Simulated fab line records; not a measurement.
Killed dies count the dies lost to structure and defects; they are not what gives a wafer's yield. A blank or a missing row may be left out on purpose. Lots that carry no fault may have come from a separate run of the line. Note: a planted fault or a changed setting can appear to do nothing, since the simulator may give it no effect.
8D (eight disciplines) problem report, filled in by code	flow sky130	the parts of the form that need people (team, actions taken, sign-off) are left out

== 1. WHAT WENT WRONG ==
VIA2_HDPCVD_THK at SKY_VIA2_THK_MEAS_01 reads a mean of 1483 nm on 3 wafers of 2 lots; wafers without a fault read 1183 nm with a standard deviation of 12. That is +25 standard deviations from the usual mean.
First observed at day 38 01:14: wafer L174.3, on film_metro-03. At this step, 33 wafers from 11 lots have a number in the record. The rule behind "out" and "out of limits": a value lying over 4 standard deviations away from the usual mean. The other wafers with a number count as sound.

== 2. WHAT IT IS; WHAT IT IS NOT ==
question	is	is not
which readings at this step	VIA2_HDPCVD_THK	-
which lots	L174, L175	L165, L168, L170, L171, L176, L182, L185, L186, L188
which wafers of those lots	L174.3, L174.5, L175.4	L174.2, L175.2, L175.6
read on which gauges	film_metro-01, film_metro-03	film_metro-04
when	from day 38 01:14	up to then (13 sound wafers); but 17 sound wafers of L175, L176, L182, L185, L186, L188 came after

== 3. THE SUSPECTS, EACH WITH WHAT RULES IT OUT ==
Counting: any tool at a process step up to the reading remains a suspect provided it ran every lot that is out. Sound lots after the first of them don't rule it out here, since some wafers of a struck lot are sound.
- the gauge at SKY_VIA2_THK_MEAS_01 is ruled out. 2 gauges (film_metro-01, film_metro-03) read the wafers that are out.
- pvd_sputter-01 at SKY_CONTACT_SPUTTER_23 (material TiN, target thk 20 nm, time 80 s): kept. It ran every lot that is out, first L174 (day 34 14:44).
- hdpcvd-01 at SKY_VIA2_HDPCVD_00 (deposits SiO2, target thk 1180 nm, time 196.7 s): kept. Every lot that is out went through it, the first being L174 (day 38 01:06); the last sound lot it ran before that was L170 (day 36 22:53). Its own run_length_s readings are out on those wafers.
- Within hdpcvd-01 at SKY_VIA2_HDPCVD_00, the wafers that are out were processed in chamber 0 and their sound lot-mates in chamber 2.
The count leaves hdpcvd-01 at SKY_VIA2_HDPCVD_00 and pvd_sputter-01 at SKY_CONTACT_SPUTTER_23.

== 4. THE CAUSE (what the simulator had put in) ==
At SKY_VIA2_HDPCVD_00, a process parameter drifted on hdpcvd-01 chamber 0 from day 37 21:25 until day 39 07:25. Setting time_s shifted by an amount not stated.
After counting, 2 suspects remain, this tool included.

== 5. THE CHAIN OF EFFECTS, in route order ==
Rows list readings where the struck wafers' mean (over those with a number) sits beyond 3 standard deviations from the usual. Readings are gone through only where the record gives a usual standard deviation; hours: the median, over the lots, of the time from a lot's start at the first step in this table giving one to that lot's start at this step; sigmas: the change measured in usual standard deviations.
hours	step	reading	usual	on struck wafers	change	sigmas
0	SKY_VIA2_HDPCVD_00	run_length_s	224.0 s	276.0	+52.0	+99 or more
0	SKY_VIA2_THK_MEAS_01	VIA2_HDPCVD_THK	1183 nm	1483	+300	+25
Here are the process steps it includes:
- SKY_VIA2_HDPCVD_00: deposits SiO2, target thk 1180 nm, time 196.7 s.

== 6. HOW IT WOULD HAVE BEEN CAUGHT EARLIER ==
4 hours passed between the start of the fault at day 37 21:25 and the first reading out of limits at a measuring or inspecting step in this record, taken at day 38 01:14.
Tool's own readings at SKY_VIA2_HDPCVD_00, run_length_s: out on all struck wafers the step has rows for; an alarm limit on them would have tripped on the first.
Of the lots that are out (2), L175 began SKY_VIA2_HDPCVD_00 on hdpcvd-01 after day 38 01:14. Putting the tool on hold at that point would have spared it.
